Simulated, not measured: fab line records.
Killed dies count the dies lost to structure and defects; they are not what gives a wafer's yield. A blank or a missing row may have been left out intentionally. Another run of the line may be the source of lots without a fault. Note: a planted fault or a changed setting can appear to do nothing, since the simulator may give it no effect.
Matching of chambers ; flow gf180mcu ; 4 sister chambers for GF_V5_CMP_04 on cmp-01
The step polishes SiO2. 7 wafers are shown with their chamber, then 7 later ones without.

EACH WAFER AND ITS CHAMBER
wafer;chamber;motorCurrentA (A);retainingRingPressureFrac
L254.5;0;11.4;1.008
L256.5;1;10.1;1.010
L259.2;0;10.9;1.000
L259.4;2;11.2;0.998
L259.6;3;12.3;1.007
L263.1;1;10.8;1.006
L263.2;3;12.2;1.008

WAFERS WITH NO CHAMBER GIVEN
wafer;motorCurrentA (A);retainingRingPressureFrac
L263.5;12.3;1.004
L265.1;10.0;1.006
L265.4;11.0;1.004
L265.6;10.9;1.002
L276.3;11.9;1.003
L276.4;11.5;1.004
L276.6;10.5;1.010

THE CHAMBER EACH PASSED THROUGH
wafer;from the rows above;in truth
L263.5;3;3
L265.1;can't be placed: 1 or 0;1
L265.4;can't be placed: 0 or 2 or 1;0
L265.6;can't be placed: 0 or 2 or 1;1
L276.3;can't be placed: 3 or 0 or 2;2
L276.4;can't be placed: 0 or 2 or 3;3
L276.6;can't be placed: 1 or 0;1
Correct placement for 1 of the 7. These rows do not allow placing 6 (true chamber among the candidates in 6). Placed wrongly: 0.
How it was worked out, from the rows above alone: a wafer's distance from a chamber is the root of the sum, over the readings, of the square of ((its reading less the chamber's mean) divided by the reading's scatter). The wafer belongs to the nearest chamber; if the next one is less than 2 further off, it can't be placed. A chamber's mean is the mean of its shown wafers. The scatter is the square root of a quotient: the sum, over the shown wafers, of each reading's squared deviation from its chamber's mean, divided by wafers minus chambers.
